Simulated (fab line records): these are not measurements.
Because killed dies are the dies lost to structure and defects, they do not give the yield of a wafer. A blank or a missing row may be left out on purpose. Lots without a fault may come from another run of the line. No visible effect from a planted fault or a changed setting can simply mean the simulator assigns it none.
What tool caused it?    flow sky130    6 lots with 18 wafers sampled at 4 steps, on a route of 708 steps

WHAT THE GAUGES SHOWED, per wafer
SKY_LI_CONTACT_BOW_MEAS_03.
lot   measured      on             LI_CONTACT_BOW (um)
L128  day 29 20:40  film_metro-04  72 62 56
L132  day 32 01:29  film_metro-02  69 54 47
L134  day 32 11:02  film_metro-03  60 46 50
L137  day 33 04:04  film_metro-03  63 39 50
L139  day 33 17:15  film_metro-02  57 61 68
L143  day 34 15:56  film_metro-04  55 57 58

WHAT TOOL EACH LOT RAN ON (gives the tool, then ch and the chambers of the sampled wafers, and finally the start)
lot   SKY_SD_P_STRIP_10                     SKY_SD_N_COAT_02                   SKY_SD_N_STRIP_11
L128  plasma_asher-01 ch 0,1, day 27 09:45  litho_track-04 ch 0, day 29 04:50  plasma_asher-04 ch 0,1, day 29 19:26
L132  plasma_asher-01 ch 0,1, day 29 14:36  litho_track-04 ch 0, day 31 09:01  plasma_asher-04 ch 0,1, day 32 00:01
L134  plasma_asher-02 ch 0,1, day 30 02:07  litho_track-01 ch 0, day 31 19:25  plasma_asher-03 ch 0,1, day 32 09:43
L137  plasma_asher-03 ch 0,1, day 30 18:48  litho_track-04 ch 0, day 32 12:23  plasma_asher-03 ch 0,1, day 33 02:49
L139  plasma_asher-01 ch 0,1, day 31 08:30  litho_track-01 ch 0, day 33 02:14  plasma_asher-03 ch 0,1, day 33 16:02
L143  plasma_asher-01 ch 0,1, day 32 08:43  litho_track-04 ch 0, day 34 00:56  plasma_asher-04 ch 0,1, day 34 14:41
- SKY_SD_P_STRIP_10: strips in O2/N2.
- SKY_SD_N_COAT_02: resist thk 1140 nm.
- SKY_SD_N_STRIP_11: strips in O2/N2.

THE ANSWER, worked out from the rows above alone
Rule: the usual values come from the lots themselves. Put in order of their means at a reading, lots are off if they are a third of the lots or fewer, leave a main group of 4 or more, and stand apart from it by a gap of 3 or more times the standard deviation of the main group's means; of several such gaps the widest counts. The tables above print the reading to a certain number of digits; a main group whose means all agree to those digits is not used. A lot without any number at a reading at which 4 lots or more have one is off too. All remaining lots with rows at the step are treated as sound.
None of the lots is off at any reading shown; this tells nothing.

WHAT WAS PUT IN BY THE SIMULATOR
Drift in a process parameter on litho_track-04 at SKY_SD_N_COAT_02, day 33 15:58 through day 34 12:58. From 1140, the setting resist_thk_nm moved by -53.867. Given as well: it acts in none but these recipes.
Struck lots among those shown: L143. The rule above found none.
